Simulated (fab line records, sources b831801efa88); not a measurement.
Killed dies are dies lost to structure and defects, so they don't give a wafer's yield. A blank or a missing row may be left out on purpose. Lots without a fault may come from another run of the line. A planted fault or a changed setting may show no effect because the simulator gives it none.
A struck lot beside a sound one | flow sky130 | 24 steps out of a route of 708
Sound: wafers L301.4, L301.5, L301.6. Struck: wafers L307.2, L307.3, L307.6. The cause comes at the end.
At each step with rows: each side's tool, then ch and its chambers, then its first start. Under that, the readings that differ: sound wafers | struck wafers | difference of the means | sigmas: that difference in standard deviations of wafers without a fault.
alike: readings whose means differ by less than 2 such deviations, and words and numbers that are the same on both sides. not compared: withheld readings, readings that some wafer has no value for, bounds like >300 that may hide the same value, and numbers for which the record gives no deviation and whose values overlap.
The two part at a step that has a row with sigmas, a row that says differs or no value, or rows on one side only. Numbers that don't overlap but have no deviation are shown without sigmas and don't part them. A reading that every wafer of one side lacks parts them only if that side has two wafers or more.

first, 4 steps without rows for these wafers: SKY_CAPM_SOFTBAKE_08 (time 60 s); SKY_CAPM_EXPOSE_09 (exposes mask CAPM, target cd 1000 nm); SKY_CAPM_PEB_10; SKY_CAPM_DEVELOP_11 (develop time 60 s).
SKY_CAPM_OVL_MEAS_12:
  sound on overlay-02, day 39 02:24; struck on overlay-01, day 41 17:35
  alike: CAPM_OVL
SKY_CAPM_METAL_ETCH_13: etches TiN in Cl2/BCl3, stops on SiO2, target depth 220 nm, time 62.9 s.
  sound on rie_metal-02 ch 0,1, day 39 02:27; struck on rie_metal-01 ch 0, day 41 17:37
  alike: drypump_motor_current_A, mfc_cl2_sccm, oes_product_au, throttle_valve_pct
  not compared: rf_hours_counter_h
SKY_CAPM_STRIP_14: strips in O2/N2.
  sound on plasma_asher-01 ch 0,1, day 39 02:32; struck on plasma_asher-01 ch 1, day 41 17:42
  alike: drypump_motor_current_A, oes_product_au, strip_time_to_endpoint_s
  not compared: rf_hours_counter_h
then, 5 steps without rows for these wafers: SKY_CAPM_STRIP_15 (strips in post etch residue remover, time 1200 s); SKY_CAPM_CLEAN_16 (cleans in IPA, time 180 s); SKY_CAPM_CLEAN_17 (cleans in O3/DIW); SKY_METAL3_DEHYDRATE_05 (time 60 s); SKY_METAL3_HMDS_06 (prime time 60 s).
SKY_METAL3_COAT_07: resist thk 60 nm.
  sound on litho_track-01 ch 0, day 39 16:02; struck on litho_track-02 ch 0, day 42 04:55
  reading              | sound                | struck               | difference | sigmas
  spin_speed_rpm (rpm) | 2999.3 2999.0 2999.3 | 2105.5 2106.4 2105.8 | -893.3     | -99 or more
  alike: exhaust_pa
then, 5 steps without rows for these wafers: SKY_METAL3_COAT_08 (resist thk 1140 nm); SKY_METAL3_SOFTBAKE_09 (time 90 s); SKY_METAL3_EXPOSE_10 (exposes mask MM3, target cd 300 nm); SKY_METAL3_PEB_11; SKY_METAL3_DEVELOP_12 (develop time 60 s).
SKY_METAL3_CD_MEAS_13: target cd 300 nm.
  sound on cd_sem-02, day 40 04:20; struck on cd_sem-01, day 42 17:44
  alike: cd_nm
SKY_METAL3_OVL_MEAS_14:
  sound on overlay-02, day 40 04:25; struck on overlay-01, day 42 17:50
  alike: METAL3_OVL
SKY_METAL3_DESCUM_15: chemistry O2, time 8 s.
  sound on rie_metal-01 ch 0,1, day 40 04:26; struck on rie_metal-03 ch 0, day 42 17:52
  reading               | sound             | struck            | difference | sigmas
  oes_product_au (a.u.) | 0.992 0.988 0.988 | 1.019 1.022 1.018 | +0.030     | +3
  alike: drypump_motor_current_A
  not compared: rf_hours_counter_h
SKY_METAL3_ETCH_16: etches BARC in N2/H2, stops on SiO2, time 88.2 s, target depth 60 nm.
  sound on rie_metal-01 ch 0,1, day 40 04:29; struck on rie_metal-03 ch 0, day 42 17:54
  reading                  | sound             | struck            | difference | sigmas
  oes_product_au (a.u.)    | 0.630 0.630 0.618 | 0.676 0.669 0.674 | +0.047     | +11
  model.etch.depth_nm (nm) | 59.94 59.96 59.87 | 71.81 71.66 71.8  | +11.83     |
  alike: drypump_motor_current_A, throttle_valve_pct
  not compared: rf_hours_counter_h
SKY_METAL3_ETCH_17: etches SiO2 in C4F8/O2/Ar, stops on TiN, time 3.9 s, target depth 15 nm.
  sound on rie_diel-02 ch 0,1,3, day 40 04:34; struck on rie_diel-02 ch 1,2, day 42 18:00
  alike: oes_product_au
-- the record jumps here: 7 days lie between the struck wafers' starts before and after (it left off in module METAL3 and takes up again in module PAD_OPEN, whose first step shown is number 708 of the route) --
SKY_PAD_OPEN_PROBE_99:
  sound on prober-01, day 47 04:52; struck on prober-01, day 49 07:23
  reading                  | sound          | struck         | difference | sigmas
  defect_limited_yield (%) | 80.1 80.1 79.1 | 82.5 82.1 86.4 | +3.9       | +2
  killed_dies              | 98 98 103      | 86 88 67       | -19        | -2
  killed_open              | 49 53 61       | 36 49 32       | -15        | -2
  sort_n_pass              | 394 394 389    | 406 404 425    | +19        | +2
  sort_yield_pct (%)       | 80.1 80.1 79.1 | 82.5 82.1 86.4 | +3.9       | +2
  alike: killed_at_M0_to_M3, killed_at_M4_up, killed_at_contacts, killed_at_front_end, killed_at_other, killed_short, sort_bin_3_pad_short, sort_bin_5_function, sort_bin_6_memory

WHERE THEY PART
First at SKY_METAL3_COAT_07; last, within this record, at SKY_PAD_OPEN_PROBE_99.

WHY: what the simulator had put in
Process parameter drift: litho_track-02, from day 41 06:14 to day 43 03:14, at SKY_METAL3_COAT_07. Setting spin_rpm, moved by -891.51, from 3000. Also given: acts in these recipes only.
